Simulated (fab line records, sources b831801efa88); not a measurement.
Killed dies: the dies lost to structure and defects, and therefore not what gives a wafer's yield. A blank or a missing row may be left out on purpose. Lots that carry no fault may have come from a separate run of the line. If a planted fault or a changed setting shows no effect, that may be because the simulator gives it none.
fab line records	flow sky130
record lots=7	wafers=21	last-day=50
route steps=708 shown METAL1@441 PAD_OPEN@708
lots untouched by any fault: they come from a run of this same line in which no faults occurred
start-h: start of the lot's first displayed wafer, in hours after the record's first day	wait-h: hours elapsed since this lot's preceding step	" unchanged from the row above	L1.1+2: one row covering several wafers at once	- no value present, or no start provided	* or withheld: withheld	< > ~ a bound
route shown NAME@n: names a module that has steps shown in the file, with the first one's number in the route	usual: average and standard deviation across the fault-free wafers	same: alike in all rows	chamber/n: place in a boat	sites: the reading at each site	_std_site: how widely they spread, as a standard deviation	_edge_site: mean of outer sites minus mean of inner sites	radius-mm: how far each site lies from the wafer's centre	mask NAME#n: copy n	behind: the most recent tool/chamber to have shaped the wafer	hold: cause of the lot's hold/its duration in hours/its outcome	device: the transistor (n, p or np) that didn't switch	end of line: the tests these same wafers got at the end of their route	a step given without rows: its recipe and nothing more	killed: not the wafer's yield, but the dies lost to structure and defects at the first sort	map: a wafer's dies, x killed, . not, _ none there
set.NAME: the setting as run; set.NAME@STEP: as run at that earlier step	model.NAME: the simulator's own value behind a step, which no gauge read
a table for each step, a row for each wafer; lots at some steps of the route
services: the hour from which a tool's chamber was out of use, counted from the record's first day as start-h (under 0 if before that day), plus the number of hours and why
## steps
# step SKY_METAL1_DEHYDRATE_07
# recipe temp-c=200	time-s=60
# step SKY_METAL1_HMDS_08
# recipe prime-time-s=60	prime-temp-c=120
# step SKY_METAL1_COAT_09
# recipe resist=BARC	temp-c=withheld	time-s=withheld	spin-rpm=3000	resist-thk-nm=60
# step SKY_METAL1_COAT_10
# recipe resist=KrF-thick	spin-rpm=3000	resist-thk-nm=450
# step SKY_METAL1_SOFTBAKE_11
# recipe temp-c=100	time-s=90	resist=KrF-thick
# step SKY_METAL1_EXPOSE_12
# recipe mask-id=MM1	na=0.8	source-shape=annular	sigma-inner=0.55	sigma-outer=0.85	target-cd-nm=140	dose-mj=28
# step SKY_METAL1_PEB_13
# recipe peb-temp-c=withheld	peb-time-s=withheld	resist=KrF-thick
# step SKY_METAL1_DEVELOP_14
# recipe develop-time-s=60	resist=KrF-thick	dev-temp-c=21
# step SKY_METAL1_CD_MEAS_15
# recipe target-cd-nm=140
# usual cd-nm=139.7/1.8
lot.wafer	tool	chamber	start-h	wait-h	cd-nm
L399.1	cd-sem-02	-	765.27	-	140.7
L399.3	"	-	"	"	141.0
L399.6	"	-	"	"	140.8
L401.1	cd-sem-02	-	781.14	-	139.8
L401.3	"	-	"	"	136.8
L401.4	"	-	"	"	138.3
L409.2	cd-sem-01	-	846.91	-	138.4
L409.3	"	-	"	"	139.7
L409.6	"	-	"	"	138.7
L413.3	cd-sem-02	-	882.26	-	141.2
L413.5	"	-	"	"	140.3
L413.6	"	-	"	"	141.3
L414.1	cd-sem-02	-	886.92	-	141.4
L414.3	"	-	"	"	139.5
L414.4	"	-	"	"	139.0
L415.1	cd-sem-02	-	894.64	-	138.3
L415.5	"	-	"	"	137.0
L415.6	"	-	"	"	137.9
L419.1	cd-sem-01	-	919.96	-	142.3
L419.2	"	-	"	"	139.7
L419.6	"	-	"	"	140.9
# step SKY_METAL1_OVL_MEAS_16
# usual METAL1_OVL=-3/4.9
lot.wafer	tool	chamber	start-h	wait-h	METAL1_OVL[nm]
L399.1	overlay-02	-	765.39	0.1	3
L399.3	"	-	"	"	0
L399.6	"	-	"	"	11
L401.1	overlay-01	-	781.26	0.1	0
L401.3	"	-	"	"	1
L401.4	"	-	"	"	3
L409.2	overlay-01	-	847.02	0.1	-6
L409.3	"	-	"	"	2
L409.6	"	-	"	"	-7
L413.3	overlay-01	-	882.36	0.1	-10
L413.5	"	-	"	"	-4
L413.6	"	-	"	"	-2
L414.1	overlay-02	-	887.04	0.1	-1
L414.3	"	-	"	"	-1
L414.4	"	-	"	"	-7
L415.1	overlay-02	-	894.76	0.1	-3
L415.5	"	-	"	"	-9
L415.6	"	-	"	"	6
L419.1	overlay-02	-	920.08	0.1	-3
L419.2	"	-	"	"	1
L419.6	"	-	"	"	-13
# step SKY_METAL1_DESCUM_17
# recipe chemistry=O2	source-power-w=150	bias-power-w=0	pressure-mtorr=10	temp-c=40	time-s=8
# usual drypump-motor-current-A=5.5/0.41	oes-product-au=0.998/0.011
lot.wafer	tool	chamber	start-h	wait-h	drypump-motor-current-A	oes-product-au	rf-hours-counter-h
L399.1	rie-metal-04	1	765.43	0.0	5.1	0.984	6
L399.3	"	1	"	"	5.1	0.999	-
L399.6	"	1	"	"	5.1	0.984	-
L401.1	rie-metal-04	1	781.30	0.0	5.1	0.989	6
L401.3	"	1	"	"	5.1	0.991	-
L401.4	"	0	"	"	6.3	1.006	-
L409.2	rie-metal-02	0	847.05	0.0	5.7	1.004	15
L409.3	"	1	"	"	5.3	1.001	-
L409.6	"	0	"	"	5.7	1.010	-
L413.3	rie-metal-02	1	882.39	0.0	5.3	0.990	-
L413.5	"	0	"	"	5.7	1.008	-
L413.6	"	1	"	"	5.3	0.976	-
L414.1	rie-metal-02	0	887.08	0.0	5.7	0.996	17
L414.3	"	1	"	"	5.3	0.970	-
L414.4	"	0	"	"	5.7	1.008	-
L415.1	rie-metal-02	0	894.80	0.0	5.7	1.010	18
L415.5	"	1	"	"	5.3	0.977	-
L415.6	"	0	"	"	5.7	1.013	-
L419.1	rie-metal-04	1	920.12	0.0	5.1	0.995	12
L419.2	"	0	"	"	6.3	0.995	15
L419.6	"	0	"	"	6.3	1.010	-
# step SKY_METAL1_ETCH_18
# recipe chemistry=N2/H2	target=BARC	ion-energy-ev=200	bias-w=100	pressure-mtorr=30	n2-flow-sccm=100	h2-flow-sccm=200	icp-w=500	stop-on=SiO2	time-s=45.9	target-depth-a=600
# usual drypump-motor-current-A=5.5/0.41	oes-product-au=0.855/0.0046	throttle-valve-pct=13.224/0.0091
lot.wafer	tool	chamber	start-h	wait-h	drypump-motor-current-A	oes-product-au	rf-hours-counter-h	throttle-valve-pct
L399.1	rie-metal-04	1	765.46	0.0	5.1	0.853	6	13.215
L399.3	"	1	"	"	5.1	0.858	-	13.223
L399.6	"	1	"	"	5.1	0.855	-	13.210
L401.1	rie-metal-04	1	781.33	0.0	5.1	0.855	6	13.219
L401.3	"	1	"	"	5.1	0.858	-	13.244
L401.4	"	0	"	"	6.3	0.859	-	13.213
L409.2	rie-metal-02	0	847.08	0.0	5.7	0.858	15	13.237
L409.3	"	1	"	"	5.2	0.852	-	13.229
L409.6	"	0	"	"	5.8	0.853	-	13.204
L413.3	rie-metal-02	1	882.43	0.0	5.3	0.854	-	13.228
L413.5	"	0	"	"	5.7	0.857	-	13.213
L413.6	"	1	"	"	5.2	0.851	-	13.226
L414.1	rie-metal-02	0	887.11	0.0	5.7	0.851	17	13.219
L414.3	"	1	"	"	5.2	0.854	-	13.236
L414.4	"	0	"	"	5.7	0.854	-	13.223
L415.1	rie-metal-02	0	894.83	0.0	5.7	0.849	18	13.219
L415.5	"	1	"	"	5.3	0.854	-	13.226
L415.6	"	0	"	"	5.7	0.859	-	13.205
L419.1	rie-metal-04	1	920.15	0.0	5.1	0.854	12	13.212
L419.2	"	0	"	"	6.3	0.857	15	13.242
L419.6	"	0	"	"	6.3	0.847	-	13.230
# step SKY_METAL1_METAL_ETCH_19
# recipe target-depth-a=3600	stop-on=SiO2	over-etch-frac=0.3	time-s=78	chemistry=Cl2/BCl3	resist-sidewall-deg=88	pressure-mtorr=10	icp-w=900	bias-w=48.5	Cl2_flow_sccm=60	bcl3-flow-sccm=30
# usual drypump-motor-current-A=5.5/0.41	oes-product-au=0.855/0.0063	over-etch-frac=0.3/0	throttle-valve-pct=22.265/0.0093
lot.wafer	tool	chamber	start-h	wait-h	drypump-motor-current-A	oes-product-au	over-etch-frac	rf-hours-counter-h	throttle-valve-pct	model.KrF-thick_of_METAL1_COAT_10.thk-nm	model.SiO2_of_CONTACT_HDPCVD_02.thk-nm
L399.1	rie-metal-04	1	765.52	0.0	5.1	0.858	0.3	6	22.266	163	326.5
L399.3	"	1	"	"	5.1	0.848	0.3	-	22.242	164.2	324.5
L399.6	"	1	"	"	5.1	0.864	0.3	-	22.278	160.4	326.4
L401.1	rie-metal-04	1	781.39	0.0	5.1	0.851	0.3	6	22.253	164.5	326.9
L401.3	"	1	"	"	5.1	0.850	0.3	-	22.277	163.8	325.3
L401.4	"	0	"	"	6.3	0.855	0.3	-	22.250	159.4	326.3
L409.2	rie-metal-02	0	847.14	0.0	5.7	0.849	0.3	15	22.278	155.9	326
L409.3	"	1	"	"	5.3	0.847	0.3	-	22.248	162	325.6
L409.6	"	0	"	"	5.7	0.852	0.3	-	22.268	153.3	325.7
L413.3	rie-metal-02	1	882.50	0.1	5.2	0.863	0.3	-	22.262	164.3	326.2
L413.5	"	0	"	"	5.7	0.796	0.4978	-	22.269	114.2	324.8
L413.6	"	1	"	"	5.3	0.858	0.3	-	22.267	166.6	326.4
L414.1	rie-metal-02	0	887.17	0.0	5.7	0.784	0.4978	17	22.259	119.1	324.1
L414.3	"	1	"	"	5.2	0.853	0.3	-	22.279	166	326.3
L414.4	"	0	"	"	5.7	0.798	0.4978	-	22.252	117	324.2
L415.1	rie-metal-02	0	894.89	0.0	5.7	0.790	0.4978	18	22.257	117.7	323.9
L415.5	"	1	"	"	5.3	0.858	0.3	-	22.255	163.2	328.1
L415.6	"	0	"	"	5.7	0.799	0.4978	-	22.256	115.7	324.8
L419.1	rie-metal-04	1	920.21	0.0	5.1	0.866	0.3	12	22.271	165.6	327.2
L419.2	"	0	"	"	6.3	0.855	0.3	15	22.262	155.4	326.9
L419.6	"	0	"	"	6.3	0.857	0.3	-	22.267	156.8	327.7
# step SKY_METAL1_STRIP_20
# recipe chemistry=O2/N2	power-w=1400	pressure-mtorr=1500	platen-temp-c=withheld	o2-flow-sccm=3000	n2-flow-sccm=300	overash-fraction=0.5
# usual drypump-motor-current-A=5.8/0.36	oes-product-au=0.343/0.0048	strip-time-to-endpoint-s=2.71/0.05
lot.wafer	tool	chamber	start-h	wait-h	drypump-motor-current-A	oes-product-au	rf-hours-counter-h	strip-time-to-endpoint-s
L399.1	plasma-asher-01	1	765.61	0.1	5.2	0.346	93	2.75
L399.3	"	0	"	"	5.8	0.345	-	2.77
L399.6	"	1	"	"	5.2	0.342	-	2.72
L401.1	plasma-asher-02	0	781.48	0.1	5.5	0.343	67	2.76
L401.3	"	0	"	"	5.5	0.346	-	2.75
L401.4	"	1	"	"	6.1	0.339	-	2.71
L409.2	plasma-asher-04	0	847.23	0.1	6.3	0.338	11	2.68
L409.3	"	0	"	"	6.2	0.347	-	2.74
L409.6	"	1	"	"	5.9	0.337	-	2.65
L413.3	plasma-asher-02	0	882.60	0.1	5.5	0.341	-	2.77
L413.5	"	0	"	"	5.5	0.317	-	2.22
L413.6	"	1	"	"	6.2	0.346	-	2.78
L414.1	plasma-asher-04	0	887.26	0.1	6.2	0.330	16	2.27
L414.3	"	0	"	"	6.3	0.346	-	2.78
L414.4	"	1	"	"	5.9	0.327	-	2.23
L415.1	plasma-asher-02	0	894.98	0.1	5.5	0.317	78	2.23
L415.5	"	0	"	"	5.5	0.348	-	2.74
L415.6	"	1	"	"	6.1	0.322	-	2.22
L419.1	plasma-asher-04	0	920.30	0.1	6.2	0.351	19	2.78
L419.2	"	1	"	"	5.9	0.341	19	2.67
L419.6	"	1	"	"	5.9	0.341	-	2.68
# step SKY_METAL1_STRIP_21
# recipe chemistry=post-etch-residue-remover	time-s=1200	temp-c=72.5
# step SKY_PAD_OPEN_PROBE_99
# usual defect-limited-yield=82.3/2	killed_at_M0_to_M3=43/6.7	killed_at_M4_up=3.0/1.9	killed-at-contacts=25/5.4	killed-at-front-end=16/4.5	killed-at-other=0.4/0.62	killed-dies=87/9.6	killed-open=47/7	killed-short=39/6.1	sort_bin_3_pad_short=0.9/0.43	sort_bin_5_function=10.4/1.6	sort_bin_6_memory=6.3/0.99	sort-n-pass=405/9.6	sort-yield-pct=82.3/2
# same gross-dies=492	killed-at-back-side=0	sort_bin_4_leakage[%]=0	sort_bin_8_speed[%]=0
lot.wafer	tool	chamber	start-h	wait-h	defect-limited-yield[%]	killed_at_M0_to_M3	killed_at_M4_up	killed-at-contacts	killed-at-front-end	killed-at-other	killed-dies	killed-open	killed-short	sort_bin_3_pad_short[%]	sort_bin_5_function[%]	sort_bin_6_memory[%]	sort-n-pass	sort-yield-pct[%]
L399.1	prober-02	-	1075.54	0.1	84.8	42	1	20	12	0	75	40	34	0.4	8.9	5.9	417	84.8
L399.3	prober-02	-	1075.64	0.2	81.9	49	5	23	12	0	89	48	41	0.8	11.6	5.7	403	81.9
L399.6	prober-02	-	1075.79	0.2	86.2	39	3	12	14	0	68	38	30	0.4	8.1	5.3	424	86.2
L401.1	prober-02	-	1088.51	0.1	81.7	47	5	21	16	1	90	51	39	1.4	10.8	6.1	402	81.7
L401.3	prober-02	-	1088.61	0.2	84.8	43	0	17	15	0	75	41	34	0.6	7.9	6.7	417	84.8
L401.4	prober-02	-	1088.66	0.2	82.5	45	3	19	19	0	86	52	34	0.4	10.6	6.5	406	82.5
L409.2	prober-02	-	1137.43	0.1	83.1	46	5	23	9	0	83	51	32	1.0	8.3	7.5	409	83.1
L409.3	prober-02	-	1137.48	0.2	82.1	47	1	25	14	1	88	48	40	0.6	10.8	6.5	404	82.1
L409.6	prober-02	-	1137.63	0.2	81.7	56	2	23	9	0	90	48	41	0.4	11.2	6.7	402	81.7
L413.3	prober-02	-	1161.41	0.2	81.3	49	2	27	14	0	92	59	33	0.6	10.8	7.3	400	81.3
L413.5	prober-02	-	1161.51	0.2	83.1	41	4	23	15	0	83	47	35	1.4	9.6	5.9	409	83.1
L413.6	prober-02	-	1161.56	0.2	83.3	35	2	28	15	2	82	50	32	0.8	10.6	5.3	410	83.3
L414.1	prober-01	-	1166.01	0.1	81.5	44	1	21	24	1	91	39	51	1.8	10.8	5.9	401	81.5
L414.3	prober-01	-	1166.11	0.2	80.7	48	5	31	10	1	95	50	45	0.8	12.2	6.3	397	80.7
L414.4	prober-01	-	1166.16	0.2	82.5	42	8	22	13	1	86	48	38	0.6	11.0	5.9	406	82.5
L415.1	prober-02	-	1171.38	0.1	81.9	46	2	29	12	0	89	46	43	1.2	10.8	6.1	403	81.9
L415.5	prober-02	-	1171.58	0.2	78.5	47	3	36	20	0	106	57	48	1.2	14.0	6.3	386	78.5
L415.6	prober-02	-	1171.63	0.2	78.0	66	1	22	19	0	108	56	52	0.8	14.0	7.1	384	78.0
L419.1	prober-02	-	1191.11	0.1	81.1	40	1	31	20	1	93	56	37	0.6	11.8	6.5	399	81.1
L419.2	prober-02	-	1191.16	0.1	85.8	34	2	18	16	0	70	37	33	0.8	7.1	6.3	422	85.8
L419.6	prober-02	-	1191.36	0.2	82.1	36	0	27	25	0	88	49	39	1.0	9.3	7.5	404	82.1
# killed by level:class
L399.1 LI_CONTACT:geometric-particle:open=8 VIA1:geometric-particle:open=8 VIA2:geometric-particle:open=6 VIA1:geometric-particle:short=5 VIA3:geometric-particle:open=5 POLY_GATE:geometric-particle:open=4 CONTACT:geometric-particle:short=4 CONTACT:geometric-particle:open=4
L399.3 VIA1:geometric-particle:open=14 VIA1:geometric-particle:short=8 POLY_GATE:geometric-particle:open=6 LI_CONTACT:geometric-particle:open=6 CONTACT:geometric-particle:short=6 VIA2:geometric-particle:open=6 VIA3:geometric-particle:open=5 METAL2:geometric-particle:short=5
L399.6 VIA1:geometric-particle:open=10 VIA3:geometric-particle:open=8 VIA1:geometric-particle:short=7 POLY_GATE:geometric-particle:open=5 CONTACT:geometric-particle:short=4 CONTACT:geometric-particle:open=4 VIA3:geometric-particle:short=4 FIELD_ISO:geometric-particle:open=3
L401.1 VIA1:geometric-particle:open=10 VIA2:geometric-particle:open=9 CONTACT:geometric-particle:short=7 FIELD_ISO:geometric-particle:open=6 CONTACT:geometric-particle:open=6 FIELD_ISO:geometric-particle:short=5 METAL3:geometric-particle:short=5 VIA3:geometric-particle:open=4
L401.3 VIA2:geometric-particle:open=8 METAL1:geometric-particle:short=7 VIA3:geometric-particle:open=7 CONTACT:geometric-particle:open=7 VIA1:geometric-particle:open=6 FIELD_ISO:geometric-particle:short=4 POLY_GATE:geometric-particle:short=4 LOCAL_INTERCONNECT:geometric-particle:short=4
L401.4 VIA1:geometric-particle:open=11 VIA3:geometric-particle:open=8 LI_CONTACT:geometric-particle:open=7 VIA2:geometric-particle:open=7 POLY_GATE:geometric-particle:short=6 METAL1:geometric-particle:short=5 CONTACT:geometric-particle:open=5 FIELD_ISO:geometric-particle:open=4
L409.2 LI_CONTACT:geometric-particle:open=11 VIA1:geometric-particle:open=10 VIA3:geometric-particle:open=10 VIA2:geometric-particle:open=8 VIA1:geometric-particle:short=5 METAL2:geometric-particle:short=5 CONTACT:geometric-particle:open=4 LOCAL_INTERCONNECT:geometric-particle:short=4
L409.3 VIA1:geometric-particle:open=9 VIA2:geometric-particle:open=8 CONTACT:geometric-particle:open=7 VIA3:geometric-particle:open=7 CONTACT:geometric-particle:short=6 VIA1:geometric-particle:short=6 LI_CONTACT:geometric-particle:open=5 METAL2:geometric-particle:short=5
L409.6 VIA1:geometric-particle:open=17 CONTACT:geometric-particle:short=9 METAL2:geometric-particle:short=9 VIA3:geometric-particle:open=9 VIA2:geometric-particle:open=7 LI_CONTACT:geometric-particle:short=5 CONTACT:geometric-particle:open=4 POLY_GATE:geometric-particle:open=3
L413.3 CONTACT:geometric-particle:open=15 VIA1:geometric-particle:open=12 VIA2:geometric-particle:open=11 METAL1:geometric-particle:short=5 METAL2:geometric-particle:short=5 FIELD_ISO:geometric-particle:open=4 FIELD_ISO:geometric-particle:short=4 LI_CONTACT:geometric-particle:open=4
L413.5 VIA1:geometric-particle:open=14 CONTACT:geometric-particle:open=10 CONTACT:geometric-particle:short=6 VIA2:geometric-particle:open=6 METAL2:geometric-particle:short=6 FIELD_ISO:geometric-particle:open=5 POLY_GATE:geometric-particle:open=4 METAL1:geometric-particle:short=4
L413.6 VIA1:geometric-particle:open=13 CONTACT:geometric-particle:open=10 FIELD_ISO:geometric-particle:short=7 LOCAL_INTERCONNECT:geometric-particle:short=7 LI_CONTACT:geometric-particle:open=5 METAL2:geometric-particle:short=5 VIA3:geometric-particle:open=5 FIELD_ISO:geometric-particle:open=3
L414.1 POLY_GATE:geometric-particle:short=8 VIA1:geometric-particle:open=8 CONTACT:geometric-particle:open=6 METAL1:geometric-particle:short=6 VIA3:geometric-particle:open=6 FIELD_ISO:geometric-particle:short=5 LI_CONTACT:geometric-particle:open=5 VIA2:geometric-particle:short=5
L414.3 VIA1:geometric-particle:open=18 CONTACT:geometric-particle:open=10 CONTACT:geometric-particle:short=7 VIA1:geometric-particle:short=7 LI_CONTACT:geometric-particle:open=6 LI_CONTACT:geometric-particle:short=4 METAL2:geometric-particle:short=4 VIA2:geometric-particle:open=4
L414.4 VIA1:geometric-particle:open=16 CONTACT:geometric-particle:open=7 VIA2:geometric-particle:open=7 METAL4:geometric-particle:short=7 METAL2:geometric-particle:short=6 FIELD_ISO:geometric-particle:open=4 POLY_GATE:geometric-particle:short=4 LI_CONTACT:geometric-particle:short=4
L415.1 CONTACT:geometric-particle:open=8 VIA3:geometric-particle:open=8 LI_CONTACT:geometric-particle:open=7 LOCAL_INTERCONNECT:geometric-particle:short=7 VIA2:geometric-particle:short=6 METAL1:geometric-particle:short=6 VIA1:geometric-particle:open=6 VIA2:geometric-particle:open=5
L415.5 CONTACT:geometric-particle:open=15 LOCAL_INTERCONNECT:geometric-particle:short=8 CONTACT:geometric-particle:short=8 METAL2:geometric-particle:short=8 VIA2:geometric-particle:open=8 VIA1:geometric-particle:open=7 FIELD_ISO:geometric-particle:short=6 FIELD_ISO:geometric-particle:open=6
L415.6 VIA3:geometric-particle:open=13 VIA1:geometric-particle:open=10 CONTACT:geometric-particle:open=9 METAL1:geometric-particle:short=9 VIA3:geometric-particle:short=8 METAL2:geometric-particle:short=7 FIELD_ISO:geometric-particle:short=6 LI_CONTACT:geometric-particle:open=5
L419.1 CONTACT:geometric-particle:open=13 VIA1:geometric-particle:open=12 FIELD_ISO:geometric-particle:open=6 VIA2:geometric-particle:open=6 VIA3:geometric-particle:open=6 LI_CONTACT:geometric-particle:short=5 VIA1:geometric-particle:short=5 FIELD_ISO:geometric-particle:short=4
L419.2 VIA1:geometric-particle:open=8 CONTACT:geometric-particle:open=7 METAL1:geometric-particle:short=6 FIELD_ISO:geometric-particle:short=5 LOCAL_INTERCONNECT:geometric-particle:short=5 FIELD_ISO:geometric-particle:open=4 VIA1:geometric-particle:short=4 VIA3:geometric-particle:open=4
L419.6 CONTACT:geometric-particle:open=11 POLY_GATE:geometric-particle:open=8 VIA1:geometric-particle:short=7 CONTACT:geometric-particle:short=6 VIA1:geometric-particle:open=6 VIA3:geometric-particle:open=6 FIELD_ISO:geometric-particle:open=5 METAL2:geometric-particle:short=5
## services
tool	chamber	start-h	hours	kind
plasma-asher-04	0	742.75	-	clean
plasma-asher-04	1	742.75	-	clean
plasma-asher-04	-	751.71	2.4	repair
rie-metal-02	0	769.09	16.7	repair
rie-metal-04	-	770.89	2.2	repair
plasma-asher-04	-	781.29	1.2	repair
rie-metal-02	0	788.42	5.4	repair
plasma-asher-02	-	837.41	15.6	pm
rie-metal-02	1	848.02	-	clean
rie-metal-02	1	848.02	16.0	scheduled-down
rie-metal-02	1	848.02	16.0	vent-cycle
rie-metal-04	0	852.12	6.8	repair
plasma-asher-01	-	876.12	0.8	repair
plasma-asher-04	-	893.72	2.8	pm
rie-metal-02	0	912.05	-	clean
rie-metal-02	0	912.05	15.5	scheduled-down
rie-metal-02	0	912.05	15.5	vent-cycle
## key
first-sign step=SKY_METAL1_METAL_ETCH_19	reading=over-etch-frac	direction=up	sigmas=99+	usual=0.3	struck=0.4978
effect step=SKY_METAL1_METAL_ETCH_19	reading=oes-product-au	direction=down	sigmas=9.8	usual=0.855	struck=0.793
effect step=SKY_METAL1_STRIP_20	reading=strip-time-to-endpoint-s	direction=down	sigmas=9.5	usual=*	struck=*
model-effect step=SKY_METAL1_METAL_ETCH_19	value=KrF-thick_of_METAL1_COAT_10.thk-nm	without=153	struck=116.7
met-at SKY_METAL1_METAL_ETCH_19
struck-wafers L413.5,L414.1,L414.4,L415.1,L415.6
onset-between 847.14 882.50
fault kind=process-parameter-drift	tool=rie-metal-02	chamber=0	onset-h=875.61	steps=SKY_METAL1_METAL_ETCH_19	channel=over-etch-frac	offset=0.1978	shape=step	end-h=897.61	acts-in=these-recipes-only	stated=0.3
